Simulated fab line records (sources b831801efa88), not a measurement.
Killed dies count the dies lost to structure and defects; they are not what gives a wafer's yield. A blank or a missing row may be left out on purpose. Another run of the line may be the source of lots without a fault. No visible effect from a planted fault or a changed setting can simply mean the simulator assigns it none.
Problem report in the 8D (eight disciplines) form, filled by code || flow gf180mcu || the parts of the form that need people (team, actions taken, sign-off) are left out

## 1. THE ISSUE
Mean V3_W_RS at GF_V3_RS_MEAS_24: 0.403 ohm/sq over 5 wafers in 2 lots; fault-free wafers: 0.329 ohm/sq, standard deviation 0.0037. That puts it +20 standard deviations away from the usual mean.
The step: measures by four-point-probe.
First observed at day 26 14:38: wafer L235.3, on film metro-03. The record has a number at this step for 30 wafers belonging to 10 lots. The rule behind "out" and "out of limits": a value lying over 4 standard deviations away from the usual mean. All remaining wafers that have a number are taken as sound.

## 2. WHAT THIS IS AND IS NOT
{"question": "which readings at this step", "is": "V3_W_RS", "is not": "-"}
{"question": "which lots", "is": "L235, L236", "is not": "L225, L226, L227, L230, L241, L244, L245, L246"}
{"question": "which wafers of those lots", "is": "L235.3, L235.5, L235.6, L236.1, L236.6", "is not": "L236.3"}
{"question": "read on which gauges", "is": "film metro-01, film metro-03", "is not": "film metro-02"}
{"question": "when", "is": "from day 26 14:38", "is not": "up to then (12 sound wafers); but 13 sound wafers of L236, L241, L244, L245, L246 came after"}

## 3. THE SUSPECTS, EACH WITH WHAT RULES IT OUT
Counting: if a tool at a process step up to the reading ran every lot that is out, it stays a suspect. Sound lots after the first of them don't rule it out here, since some wafers of a struck lot are sound.
- the gauge at GF_V3_RS_MEAS_24 has been ruled out. The wafers that are out were read on 2 gauges (film metro-01, film metro-03).
- cvd w-01 at GF_V2_CVD_23 (deposits W, target thk 350 nm, time 104.94 s): kept. It ran every lot that is out, first L235 (day 24 17:01).
- cvd w-01 at GF_V3_CVD_23 (deposits W, target thk 350 nm, time 104.9 s): kept. Ran every lot that is out, first one L235 (day 26 14:27); last sound lot up to then L226 (day 24 01:08).
- Within cvd w-01 at GF_V3_CVD_23: the wafers that are out ran in chamber 0; their sound lot-mates ran in chamber 1.
Remaining after the count are cvd w-01 at GF_V2_CVD_23 and cvd w-01 at GF_V3_CVD_23.

## 4. THE CAUSE (what the simulator had put in)
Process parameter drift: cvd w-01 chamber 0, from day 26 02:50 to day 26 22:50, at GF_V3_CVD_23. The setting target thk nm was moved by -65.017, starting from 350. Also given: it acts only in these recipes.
2 suspects survive the count, and this tool is in that group.

## 5. SEQUENCE OF EFFECTS, ordered by route
One row per reading whose mean, taken over the struck wafers that have a number, lies over 3 standard deviations from the usual. Scope: only readings with a usual standard deviation given in the record; hours: median across lots of the time from each lot's start at the first step in this table that gives one to its start at this step; sigmas: change in usual standard deviations.
{"hours": 0, "step": "GF_V3_RS_MEAS_24", "reading": "V3_W_RS", "usual": "0.329 ohm/sq", "on struck wafers": 0.403, "change": "+0.074", "sigmas": "+20"}
{"hours": 0, "step": "GF_V3_THK_MEAS_25", "reading": "V3_W_THK", "usual": "361 nm", "on struck wafers": 293, "change": -68, "sigmas": -13}
{"hours": 0, "step": "GF_V3_CMP_26", "reading": "time to endpoint s", "usual": "88 s", "on struck wafers": 70, "change": -18, "sigmas": -4.8}
The process steps in it:
- GF_V3_CMP_26: polishes, stops on SiO2, t overpolish 15 s, target thk 0 nm.
At these later measuring or inspecting steps, every struck wafer for which the step has a row has a number for every such reading, and none has moved that far: GF_M4_THK_MEAS_06.

## 6. WHAT WOULD HAVE CAUGHT IT SOONER
In this record the first reading out of limits at a measuring or inspecting step was taken at day 26 14:38, 12 hours after the fault began at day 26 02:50.
An alarm limit of 4 standard deviations would not have fired on the tool readings at GF_V3_CVD_23 for which the record gives a usual standard deviation, since none of them was out on any struck wafer.
L236, from the lots that are out (2), started GF_V3_CVD_23 on cvd w-01 later than day 26 14:38. Holding the tool at that time would have saved it.
